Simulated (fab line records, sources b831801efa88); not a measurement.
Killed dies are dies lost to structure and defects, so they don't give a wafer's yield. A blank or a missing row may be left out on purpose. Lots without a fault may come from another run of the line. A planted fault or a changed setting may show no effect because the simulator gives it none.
Which tool did it? | flow sky130 | 10 lots, 30 wafers sampled, at 3 steps of a route of 708

WHAT THE GAUGES READ, wafer by wafer
SKY_SD_N_RS_MEAS_16: measures by four-point-probe. Usual: SD_N_RS 68.62 ohm/sq, standard deviation 0.11.
lot  | measured     | on            | SD_N_RS (ohm/sq)  | flag
L987 | day 28 12:06 | film_metro-03 | 68.47 68.54 68.53 |
L989 | day 29 16:55 | film_metro-01 | 68.69 68.57 68.79 |
L992 | day 30 13:42 | film_metro-01 | 68.82 68.71 68.64 |
L993 | day 30 21:22 | film_metro-04 | 68.70 68.42 68.41 |
L995 | day 31 10:59 | film_metro-01 | 68.61 68.80 68.55 |
L996 | day 31 19:11 | film_metro-04 | 68.73 68.68 68.75 |
L100 | day 33 03:51 | film_metro-03 | 68.61 68.62 68.50 |
L102 | day 33 13:09 | film_metro-01 | 68.53 68.41 68.44 |
L105 | day 34 20:16 | film_metro-04 | 68.62 68.65 68.58 |
L107 | day 35 05:43 | film_metro-01 | 68.66 68.67 68.71 |

SKY_SD_N_RS_MEAS_17: measures by four-point-probe. Usual: SD_P_RS 147.2 ohm/sq, standard deviation 0.38.
lot  | measured     | on            | SD_P_RS (ohm/sq)  | flag
L987 | day 28 12:13 | film_metro-03 | 146.5 146.9 147.3 |
L989 | day 29 17:02 | film_metro-01 | 147.7 147.1 147.1 |
L992 | day 30 13:49 | film_metro-01 | 147.4 147.6 147.2 |
L993 | day 30 21:29 | film_metro-04 | 146.6 146.2 146.1 |
L995 | day 31 11:06 | film_metro-01 | 147.1 147.3 147.5 |
L996 | day 31 19:19 | film_metro-04 | 146.7 147.1 147.0 |
L100 | day 33 03:58 | film_metro-03 | 146.9 146.9 146.9 |
L102 | day 33 13:16 | film_metro-01 | 147.0 146.7 147.0 |
L105 | day 34 20:23 | film_metro-04 | 147.3 147.3 147.4 |
L107 | day 35 05:50 | film_metro-01 | 147.2 147.4 147.6 |

SKY_LI_CONTACT_OVL_MEAS_13. Usual: LI_CONTACT_OVL 0 nm, standard deviation 6.1.
lot  | measured     | on         | LI_CONTACT_OVL (nm) | flag
L987 | day 29 17:32 | overlay-01 | -5 -5 0             |
L989 | day 30 21:05 | overlay-01 | 18 13 12            |
L992 | day 31 18:11 | overlay-02 | -12 -10 -5          |
L993 | day 32 01:13 | overlay-02 | -2 -8 -4            |
L995 | day 32 15:16 | overlay-02 | -2 -2 -2            |
L996 | day 33 00:27 | overlay-01 | -6 -2 0             |
L100 | day 34 07:20 | overlay-01 | 1 -4 -9             |
L102 | day 34 16:20 | overlay-02 | 1 -4 -7             |
L105 | day 35 23:41 | overlay-02 | 4 0 6               |
L107 | day 36 09:14 | overlay-02 | -5 6 0              |

WHICH TOOL RAN EACH LOT (tool, then ch and the chambers of the sampled wafers, then the start)
The record holds no process step before these readings.

WHAT THE TOOLS THEMSELVES READ (means of the sampled wafers that have a number; where no wafer has one, the mark that the record gives instead)
The record holds no such reading with a usual standard deviation.

THE ANSWER, worked out from the rows above alone
Rule: a lot is off if the mean of its wafers that have a number lies more than 3 standard deviations from the usual mean. A lot without any number at a reading at which 4 lots or more have one is off too. The other lots that the step has rows for count as sound. The gauges are gone through in route order, then the tools' own readings, and for those a lot's mean is taken as printed above. The first step at which some lot is off is used, and at that step the reading that is off furthest; a lot without a number counts as furthest.
No lot is off at any reading shown: from this, nothing can be told.

WHAT THE SIMULATOR HAD PUT IN
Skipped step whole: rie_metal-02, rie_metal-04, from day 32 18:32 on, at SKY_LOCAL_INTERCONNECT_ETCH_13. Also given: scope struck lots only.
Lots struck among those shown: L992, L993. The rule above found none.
